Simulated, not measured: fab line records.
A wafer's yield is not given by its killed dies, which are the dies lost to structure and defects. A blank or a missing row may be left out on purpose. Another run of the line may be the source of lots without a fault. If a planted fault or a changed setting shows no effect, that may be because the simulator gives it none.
Struck lot and sound lot, side by side    flow sky130    35 out of 708 route steps
Sound: wafers L327.2, L327.4, L327.6. Struck: wafer L333.1. (L333.5, L333.6 of the same lot were not struck and are left out.) The cause comes at the end.
Each step with rows lists, per side, the tool, then ch with its chambers, then its first start. Under that, the readings that differ: sound wafers    struck wafers    difference of the means    sigmas: that difference in standard deviations of wafers without a fault.
alike: readings with means less than 2 such deviations apart, plus words and numbers identical on both sides. not compared: withheld readings, readings lacking a value on some wafer, bounds such as >300 that could conceal the same value, and numbers that have no deviation in the record and whose values overlap.
Wherever a step has rows on one side only, a row that says differs or no value, or a row with sigmas, the two part there. Numbers that have no deviation but don't overlap get no sigmas and don't part them. A reading that every wafer of one side lacks parts them only if that side has two wafers or more.

first, 4 steps without rows for these wafers: SKY_METAL5_SOFTBAKE_10 (time 60 s); SKY_METAL5_EXPOSE_11 (exposes mask MM5, target cd 1600 nm); SKY_METAL5_PEB_12; SKY_METAL5_DEVELOP_13 (develop time 60 s).
SKY_METAL5_DESCUM_14: chemistry O2, time 11 s.
  sound on rie metal-04 ch 0,1, day 47 20:43; struck on rie metal-02 ch 0, day 48 17:55
reading                sound              struck  difference  sigmas
oes product au (a.u.)  1.003 1.001 1.008  0.989   -0.015      -2
  alike: drypump motor current A, temp c
  not compared: rf hours counter h
then, 1 step without rows for these wafers: SKY_METAL5_METAL_ETCH_15 (etches the open film in Cl2/BCl3, stops on SiO2, target depth 1260 nm, time 252 s).
SKY_METAL5_STRIP_16: strips in O2/N2.
  sound on plasma asher-03 ch 0,1, day 47 20:59; struck on plasma asher-01 ch 0, day 48 18:28
reading                      sound        struck  difference  sigmas
drypump motor current A (A)  5.3 6.3 6.2  4.9     -1.0        -2
  alike: oes product au, strip time to endpoint s
  not compared: rf hours counter h
then, 4 steps without rows for these wafers: SKY_METAL5_STRIP_17 (strips in post etch residue remover, time 1200 s); SKY_METAL5_CLEAN_18 (cleans in IPA, time 180 s); SKY_METAL5_CLEAN_19 (cleans in O3/DIW); SKY_PASSIVATION_CVD_00 (deposits SiO2, target thk 90 nm).
SKY_PASSIVATION_THK_MEAS_01:
  sound on film metro-03, day 47 21:36; struck on film metro-02, day 48 19:05
reading                      sound           struck  difference  sigmas
PASSIVATION_CVD_00_THK (nm)  90.3 91.4 92.6  88.4    -3.0        -3
SKY_PASSIVATION_CVD_02: deposits Si3N4, target thk 540 nm.
  sound on pecvd-04 ch 0,1,2, day 47 21:39; struck on pecvd-04 ch 0, day 48 19:09
reading                                        sound              struck  difference  sigmas
model.Si3N4_of_PASSIVATION_CVD_02.thk nm (nm)  534.1 534.2 544.2  617.6   +80.1       
  alike: heater power w
SKY_PASSIVATION_THK_MEAS_03:
  sound on film metro-01, day 47 21:53; struck on film metro-03, day 48 19:23
reading                      sound        struck  difference  sigmas
PASSIVATION_CVD_02_THK (nm)  534 534 545  618     +80         +12
then, 7 steps without rows for these wafers: SKY_PASSIVATION_DEHYDRATE_04 (time 60 s); SKY_PASSIVATION_HMDS_05 (prime time 60 s); SKY_PASSIVATION_COAT_06 (resist thk 3000 nm); SKY_PASSIVATION_SOFTBAKE_07; SKY_PASSIVATION_EXPOSE_08 (exposes mask NSM, target cd 3000 nm); SKY_PASSIVATION_PEB_09; SKY_PASSIVATION_DEVELOP_10 (develop time 60 s).
SKY_PASSIVATION_ETCH_11: etches the open film in CF4/O2, stops on AlCu, target depth 725 nm, time 161.1 s.
  sound on rie diel-01 ch 0,2, day 48 17:08; struck on rie diel-01 ch 3, day 49 13:29
  alike: drypump motor current A, oes product au, throttle valve pct
  not compared: rf hours counter h, model.PASSIVATION.feature depth nm, model.etch.depth nm
SKY_PASSIVATION_STRIP_12: strips in O2/N2.
  sound on plasma asher-03 ch 0,1, day 48 17:14; struck on plasma asher-01 ch 0, day 49 13:35
reading                sound              struck  difference  sigmas
oes product au (a.u.)  0.652 0.658 0.665  0.669   +0.011      +3
  alike: drypump motor current A, strip time to endpoint s
  not compared: rf hours counter h
SKY_PAD_OPEN_DEHYDRATE_00: time 60.85 s.
  sound on litho track-03 ch 0, day 49 02:14; struck on litho track-01 ch 0, day 49 22:11
  alike: plate sensor t centre C, plate sensor t edge C
then, 6 steps without rows for these wafers: SKY_PAD_OPEN_HMDS_01 (prime time 60 s); SKY_PAD_OPEN_COAT_02 (resist thk 3000 nm); SKY_PAD_OPEN_SOFTBAKE_03; SKY_PAD_OPEN_EXPOSE_04 (exposes mask PDM, target cd 60000 nm); SKY_PAD_OPEN_PEB_05; SKY_PAD_OPEN_DEVELOP_06 (develop time 60 s).
SKY_PAD_OPEN_ETCH_07: etches the open film in CF4/O2, stops on AlCu, target depth 725 nm, time 161.1 s.
  sound on rie diel-03 ch 0,2,3, day 49 11:59; struck on rie diel-02 ch 0, day 50 07:20
  alike: drypump motor current A, oes product au, throttle valve pct
  not compared: rf hours counter h, model.PAD_OPEN.feature depth nm, model.etch.depth nm
SKY_PAD_OPEN_STRIP_08: strips in O2/N2.
  sound on plasma asher-01 ch 0, day 49 12:05; struck on plasma asher-02 ch 1, day 50 07:26
  alike: drypump motor current A, oes product au, strip time to endpoint s
  not compared: rf hours counter h
SKY_PAD_OPEN_STRIP_09: strips in post etch residue remover, time 1200 s.
  sound on wet bench-01 ch 2, day 49 12:11; struck on wet bench-04 ch 0, day 50 07:32
reading                                        sound              struck  difference  sigmas
model.Si3N4_of_PASSIVATION_CVD_02.thk nm (nm)  533.7 533.9 543.8  617.2   +80.1       
  alike: bath heat duty pct, temp c
then, 2 steps without rows for these wafers: SKY_PAD_OPEN_CLEAN_10 (cleans in IPA, time 180 s); SKY_PAD_OPEN_PROBE_99.

== WHERE THEY PART ==
Earliest at SKY_METAL5_DESCUM_14; latest, in this record, at SKY_PASSIVATION_STRIP_12. Later steps at which nothing parts them and some readings are alike: SKY_PAD_OPEN_DEHYDRATE_00, SKY_PAD_OPEN_ETCH_07, SKY_PAD_OPEN_STRIP_08, SKY_PAD_OPEN_STRIP_09.

WHY: whatever the simulator had introduced
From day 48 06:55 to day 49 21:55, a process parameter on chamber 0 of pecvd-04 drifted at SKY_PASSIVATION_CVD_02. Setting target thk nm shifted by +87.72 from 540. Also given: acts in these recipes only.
